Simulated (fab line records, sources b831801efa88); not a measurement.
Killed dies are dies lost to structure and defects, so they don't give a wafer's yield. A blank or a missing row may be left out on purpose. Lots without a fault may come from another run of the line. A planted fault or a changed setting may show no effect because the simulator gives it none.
Chamber matching | flow sfq_line | SFQ_TRILAYER_I3_CMP_CMP_082 on cmp-01: 4 sister chambers
The step polishes SiO2. 18 wafers are shown with their chamber, then 8 later ones without.

WAFERS WITH THEIR CHAMBER
wafer  | chamber | motor_current_A (A) | time_to_endpoint_s (s) | platen_rpm (rpm)
L966.2 | 2       | 10.3                | 207                    | 59.98
L966.1 | 0       | 10.8                | 213                    | 59.96
L966.5 | 2       | 10.0                | 211                    | 60.00
L974.4 | 2       | 10.0                | 213                    | 59.97
L974.3 | 0       | 11.2                | 221                    | 60.06
L977.2 | 0       | 12.2                | 211                    | 59.98
L977.5 | 1       | 11.6                | 206                    | 59.98
L977.6 | 0       | 11.4                | 216                    | 59.95
L981.2 | 0       | 11.2                | 207                    | 59.96
L981.5 | 1       | 11.7                | 215                    | 59.96
L981.6 | 2       | 10.0                | 214                    | 60.01
L983.3 | 3       | 10.9                | 221                    | 59.96
L983.5 | 0       | 11.3                | 225                    | 60.06
L983.6 | 1       | 12.6                | 221                    | 59.94
L984.1 | 1       | 12.6                | 204                    | 60.03
L984.2 | 3       | 11.9                | 212                    | 60.04
L984.3 | 0       | 11.3                | 211                    | 59.98
L985.1 | 2       | 9.5                 | 209                    | 60.00

SIGNATURES (means of the wafers above)
reading            | chamber 0 | chamber 1 | chamber 2 | chamber 3 | scatter within a chamber
motor_current_A    | 11.343    | 12.125    | 9.960     | 11.400    | 0.449
time_to_endpoint_s | 214.86    | 211.50    | 210.80    | 216.50    | 5.97
platen_rpm         | 59.9929   | 59.9775   | 59.9920   | 60.0000   | 0.0397
Rule: a wafer's distance from a chamber is the root of the sum, over the readings, of the square of ((its reading less the chamber's mean) divided by the reading's scatter). The wafer belongs to the nearest chamber; if the next one is less than 2 further off, it can't be placed. The scatter: the root of (the sum of the squares of (reading less its chamber's mean) over the shown wafers, divided by (wafers less chambers)).

WAFERS WITHOUT THEIR CHAMBER
wafer  | motor_current_A (A) | time_to_endpoint_s (s) | platen_rpm (rpm)
L985.5 | 9.2                 | 214                    | 59.97
L985.6 | 11.8                | 217                    | 60.00
L987.1 | 12.3                | 211                    | 60.06
L987.2 | 11.4                | 207                    | 59.97
L987.5 | 11.5                | 215                    | 59.98
L989.3 | 9.8                 | 216                    | 59.99
L989.2 | 11.3                | 213                    | 59.98
L989.4 | 11.9                | 223                    | 60.02

WHICH CHAMBER EACH WENT THROUGH
wafer  | from the rows above               | in truth
L985.5 | 2                                 | 2
L985.6 | can't be placed: 3 or 0 or 1      | 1
L987.1 | can't be placed: 1 or 3 or 0      | 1
L987.2 | can't be placed: 0 or 3 or 1 or 2 | 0
L987.5 | can't be placed: 0 or 3 or 1      | 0
L989.3 | 2                                 | 2
L989.2 | can't be placed: 0 or 3 or 1      | 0
L989.4 | can't be placed: 3 or 0 or 1      | 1
Placed correctly: 2 of 8. Can't be placed from these rows: 6 (the true chamber is among the candidates in 6). Placed wrongly: 0.
